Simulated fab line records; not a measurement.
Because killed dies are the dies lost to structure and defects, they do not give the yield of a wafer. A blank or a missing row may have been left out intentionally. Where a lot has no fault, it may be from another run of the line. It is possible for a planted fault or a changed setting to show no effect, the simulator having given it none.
Which tool did it? :: flow sky130 :: 12 lots with 36 wafers sampled at 3 steps, on a route of 708 steps

== WHAT EACH GAUGE READ, for each wafer ==
SKY_SD_N_TW_MEAS_12.
lot: L420
measured: day 27 15:05
on: film_metro-01
SD_N_TW: 4015 4023 3999

lot: L421
measured: day 28 11:06
on: film_metro-02
SD_N_TW: 3957 3976 3973

lot: L422
measured: day 28 12:04
on: film_metro-02
SD_N_TW: 3943 3947 3960

lot: L425
measured: day 29 23:16
on: film_metro-01
SD_N_TW: 3991 3982 3994

lot: L427
measured: day 30 08:52
on: film_metro-03
SD_N_TW: 3921 3940 3924

lot: L431
measured: day 31 20:55
on: film_metro-01
SD_N_TW: 3963 3999 4007

lot: L434
measured: day 32 17:07
on: film_metro-03
SD_N_TW: 3902 3895 3909

lot: L435
measured: day 33 01:11
on: film_metro-03
SD_N_TW: 3919 3924 3922

lot: L438
measured: day 33 12:58
on: film_metro-01
SD_N_TW: 3938 3955 3955

lot: L437
measured: day 33 17:19
on: film_metro-02
SD_N_TW: 3940 3931 3921

lot: L440
measured: day 34 08:34
on: film_metro-01
SD_N_TW: 3959 3937 3976

lot: L441
measured: day 34 15:01
on: film_metro-03
SD_N_TW: 3912 3912 3932

SKY_LI_CONTACT_CD_MEAS_12 targets a cd of 170 nm.
lot: L420
measured: day 28 21:31
on: cd_sem-02
cd_nm (nm): 172.4 171.7 172.3

lot: L421
measured: day 29 15:50
on: cd_sem-02
cd_nm (nm): 170.1 170.4 170.1

lot: L422
measured: day 29 17:49
on: cd_sem-02
cd_nm (nm): 172.3 171.1 171.7

lot: L425
measured: day 31 02:52
on: cd_sem-01
cd_nm (nm): 169.7 168.6 168.1

lot: L427
measured: day 31 12:56
on: cd_sem-02
cd_nm (nm): 168.4 169.4 168.5

lot: L431
measured: day 33 00:19
on: cd_sem-01
cd_nm (nm): 135.2 133.8 134.2 134.9 134.1 134.2

lot: L434
measured: day 33 20:32
on: cd_sem-02
cd_nm (nm): 169.2 170.5 169.9

lot: L435
measured: day 34 04:41
on: cd_sem-02
cd_nm (nm): 169.9 169.0 168.5

lot: L438
measured: day 34 16:40
on: cd_sem-02
cd_nm (nm): 172.5 172.9 171.1

lot: L437
measured: day 34 21:05
on: cd_sem-02
cd_nm (nm): 172.7 173.9 172.8

lot: L440
measured: day 35 12:56
on: cd_sem-02
cd_nm (nm): 169.8 169.5 170.1

lot: L441
measured: day 35 19:02
on: cd_sem-01
cd_nm (nm): 167.4 168.3 168.2

== TOOL THAT RAN EACH LOT (tool first, then ch and the chambers of the sampled wafers, then the start) ==
lot: L420
SKY_LI_CONTACT_EXPOSE_09: krf_scanner-02 ch 0, day 28 08:20

lot: L421
SKY_LI_CONTACT_EXPOSE_09: krf_scanner-02 ch 0, day 29 02:37

lot: L422
SKY_LI_CONTACT_EXPOSE_09: krf_scanner-01 ch 0, day 29 04:23

lot: L425
SKY_LI_CONTACT_EXPOSE_09: krf_scanner-01 ch 0, day 30 13:58

lot: L427
SKY_LI_CONTACT_EXPOSE_09: krf_scanner-01 ch 0, day 30 23:04

lot: L431
SKY_LI_CONTACT_EXPOSE_09: krf_scanner-01 ch 0, day 32 11:08

lot: L434
SKY_LI_CONTACT_EXPOSE_09: krf_scanner-02 ch 0, day 33 07:02

lot: L435
SKY_LI_CONTACT_EXPOSE_09: krf_scanner-02 ch 0, day 33 15:35

lot: L438
SKY_LI_CONTACT_EXPOSE_09: krf_scanner-01 ch 0, day 34 03:57

lot: L437
SKY_LI_CONTACT_EXPOSE_09: krf_scanner-01 ch 0, day 34 07:50

lot: L440
SKY_LI_CONTACT_EXPOSE_09: krf_scanner-02 ch 0, day 34 23:45

lot: L441
SKY_LI_CONTACT_EXPOSE_09: krf_scanner-01 ch 0, day 35 06:01
- SKY_LI_CONTACT_EXPOSE_09: exposes mask LICM1, target cd 170 nm.

== WHAT THE TOOLS THEMSELVES READ (means of the sampled wafers that have a number; where no wafer has one, the mark that the record gives instead) ==
The record holds no such reading with a usual standard deviation.

== THE ANSWER, worked out from the rows above alone ==
Rule: the lots themselves supply what counts as usual. Put in order of their means at a reading, lots are off if they are a third of the lots or fewer, leave a main group of 4 or more, and stand apart from it by a gap of 3 or more times the standard deviation of the main group's means; of several such gaps the widest counts. A main group is skipped when, at the precision printed for the reading in the tables above, its means are all equal. A lot without any number at a reading at which 4 lots or more have one is off too. All remaining lots with rows at the step are treated as sound. After the gauges, taken in route order, come the tools' own readings; for these a lot's mean is taken, as printed above. At the first step where some lot is off, the reading lying furthest off is the one used; lots without a number count as furthest.
Off at SKY_LI_CONTACT_CD_MEAS_12 (cd_nm): L431. Main group: mean 170.3 nm, sd 1.6.
If a tool, at a process step before that reading, ran all the lots that are off and no sound lot after the first of them, it fits. The gauges at SKY_LI_CONTACT_CD_MEAS_12 are tried like those tools. Of those tried, none fits.

== WHAT THE SIMULATOR HAD INSERTED ==
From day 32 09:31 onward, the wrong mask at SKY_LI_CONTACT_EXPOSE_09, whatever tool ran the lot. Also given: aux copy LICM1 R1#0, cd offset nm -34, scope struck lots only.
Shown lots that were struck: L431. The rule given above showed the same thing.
